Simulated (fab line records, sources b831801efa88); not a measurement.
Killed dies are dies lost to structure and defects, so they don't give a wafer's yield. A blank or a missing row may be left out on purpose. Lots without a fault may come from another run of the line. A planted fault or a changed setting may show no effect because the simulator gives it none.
One fault seen from 2 desks | flow gf180mcu | each desk has only its own numbers; what lay behind them comes last

THE METROLOGY DESK
What the gauges read, lot by lot, whatever tool the lot ran on: means of the sampled wafers that have a number. A lot is out of limits, marked OUT, if its mean lies more than 4 standard deviations from the usual mean; the brackets give that distance.
Columns: A = LVPWELL_OVL at GF_LVPWELL_OVL_MEAS_07, usual 0.3 nm; B = MVPSD_RS at GF_VT_IMPLANT_RS_MEAS_49, usual 1169.0 ohm/sq; C = DUAL_GATE_OVL at GF_DUAL_GATE_OVL_MEAS_11, usual 0.0 nm; D = NSD_TW at GF_NSD_TW_MEAS_12, usual 4240; E = NSD_RS at GF_PSD_RS_MEAS_14, usual 46.22 ohm/sq
lot  | first seen here | A    | B      | C    | D               | E
L582 | day 4 04:43     | -0.7 | 1171.7 | -0.3 | 4305            | 46.25
L585 | day 4 22:22     | 0.5  | 1172.3 | 0.3  | 4242            | 46.22
L588 | day 5 09:39     | -0.8 | 1164.6 | -1.6 | 4187            | 46.25
L591 | day 6 05:14     | 0.1  | 1168.7 | -0.5 | 4234            | 46.26
L593 | day 6 21:56     | 0.1  | 1172.4 | 1.0  | 3919 (-5.8) OUT | 96.14 (+99 or more) OUT
L595 | day 7 03:22     | 1.4  | 1171.0 | 1.0  | 3858 (-6.9) OUT | 96.62 (+99 or more) OUT
L596 | day 7 07:59     | 0.7  | 1169.0 | 0.1  | 4197            | 46.33
L597 | day 7 15:02     | 1.8  | 1173.0 | 1.9  | 4267            | 46.31
L598 | day 7 20:06     | -2.2 | 1169.8 | -0.8 | 4157            | 46.13
L601 | day 8 13:00     | 0.4  | 1167.3 | 1.5  | 4249            | 46.24
L604 | day 9 08:17     | -1.2 | 1168.3 | 0.6  | 4188            | 46.18
This desk's finding: out of limits on L593, L595; first on L595, day 18 01:15 (NSD_TW at GF_NSD_TW_MEAS_12). In limits: L582, L585, L588, L591, L596, L597, L598, L601, L604.

THE TOOL OWNER'S DESK: implanter-03
The tool's own readings at GF_NSD_IMPLANT_09: means of the sampled wafers that have a number, for each lot that ran on this tool. A lot is out of limits, marked OUT, if its mean lies more than 4 standard deviations from the usual mean; the brackets give that distance.
Columns: A = beam_on_s at GF_NSD_IMPLANT_09, usual 18.3 s; B = dose_ions_cm2 at GF_NSD_IMPLANT_09, usual 4e+15; C = end_station_pressure_torr at GF_NSD_IMPLANT_09, usual 1.32e-05 Torr; D = faraday_current_uA at GF_NSD_IMPLANT_09, usual 11981
lot  | first seen here | A               | B                       | C                   | D
L582 | day 13 17:49    | 18.5            | 4e+15                   | 1.30e-05            | 11863
L595 | day 18 00:52    | 10.0 (-9.3) OUT | 4e+14 (-99 or more) OUT | 6.87e-06 (-7.5) OUT | 2227 (-16) OUT
L593 | day 18 05:49    | 10.0 (-9.3) OUT | 4e+14 (-99 or more) OUT | 6.63e-06 (-7.8) OUT | 2224 (-16) OUT
L604 | day 21 05:23    | 18.5            | 4e+15                   | 1.30e-05            | 11861
This desk's finding: out of limits on L593, L595; first on L595, day 18 00:52 (beam_on_s at GF_NSD_IMPLANT_09). In limits: L582, L604.

PUT TOGETHER
The tool owner's desk could have raised an alarm at day 18 00:52, on L593, L595.
The metrology desk could have raised an alarm at day 18 01:15, on L593, L595.
Of the lots named, all ran GF_NSD_IMPLANT_09 on implanter-03.

WHAT THE SIMULATOR HAD PUT IN
Process parameter drift: implanter-03, from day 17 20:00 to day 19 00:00, at GF_NSD_IMPLANT_09. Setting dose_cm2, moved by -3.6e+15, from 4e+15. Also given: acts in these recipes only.
Lots struck among those shown: L593, L595.
Hours from the fault's start to each desk's first reading out of limits: the tool owner's desk, 5; the metrology desk, 5.
